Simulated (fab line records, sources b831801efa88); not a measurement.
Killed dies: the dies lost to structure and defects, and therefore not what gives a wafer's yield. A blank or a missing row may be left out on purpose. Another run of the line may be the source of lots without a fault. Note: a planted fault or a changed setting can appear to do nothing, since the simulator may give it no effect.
Which tool was responsible? ; flow sky130 ; 6 lots, 18 wafers sampled, at 2 steps of a route of 708

## WHAT EACH GAUGE READ, for each wafer
SKY_LDD_HVN_TW_MEAS_10.
lot;measured;on;LDD_HVN_TW
L106;day 21 11:19;film-metro-02;1425 1424 1427
L107;day 22 05:37;film-metro-03;1446 1453 1449
L110;day 22 21:47;film-metro-04;1365 1365 1367 1374 1364 1369
L121;day 26 19:52;film-metro-04;1456 1453 1456
L123;day 27 08:19;film-metro-02;1422 1421 1428
L125;day 27 20:58;film-metro-04;1446 1447 1448

## TOOL THAT RAN EACH LOT (tool first, then ch and the chambers of the sampled wafers, then the start)
lot;SKY_LDD_HVN_IMPLANT_08
L106;implanter-03 ch 0, day 21 11:05
L107;implanter-02 ch 0, day 22 05:22
L110;implanter-03 ch 0, day 22 21:33
L121;implanter-02 ch 0, day 26 19:37
L123;implanter-02 ch 0, day 27 08:04
L125;implanter-01 ch 0, day 27 20:43
- SKY_LDD_HVN_IMPLANT_08

## THE ANSWER, worked out from the rows above alone
Rule: what is usual is taken from the lots themselves. Put in order of their means at a reading, lots are off if they are a third of the lots or fewer, leave a main group of 4 or more, and stand apart from it by a gap of 3 or more times the standard deviation of the main group's means; of several such gaps the widest counts. If all means in a main group match to the digits the tables above print for the reading, that group is not used. A lot without any number at a reading at which 4 lots or more have one is off too. All remaining lots with rows at the step are treated as sound.
Off: at SKY_LDD_HVN_TW_MEAS_10 (LDD_HVN_TW), L110. Main group: mean 1440, sd 13.
If a tool, at a process step before that reading, ran all the lots that are off and no sound lot after the first of them, it fits. Gauges at SKY_LDD_HVN_TW_MEAS_10: tried the same way as those tools. One fits: SKY_LDD_HVN_IMPLANT_08 on implanter-03. Its last sound lot is L106 (day 21 11:05), its first lot that is off L110 (day 22 21:33): a fault that began between those two fits.

## WHAT WAS PUT IN BY THE SIMULATOR
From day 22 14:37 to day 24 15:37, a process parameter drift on implanter-03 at SKY_LDD_HVN_IMPLANT_08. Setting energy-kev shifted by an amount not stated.
Struck lots among those shown: L110. The same result came from the rule above.
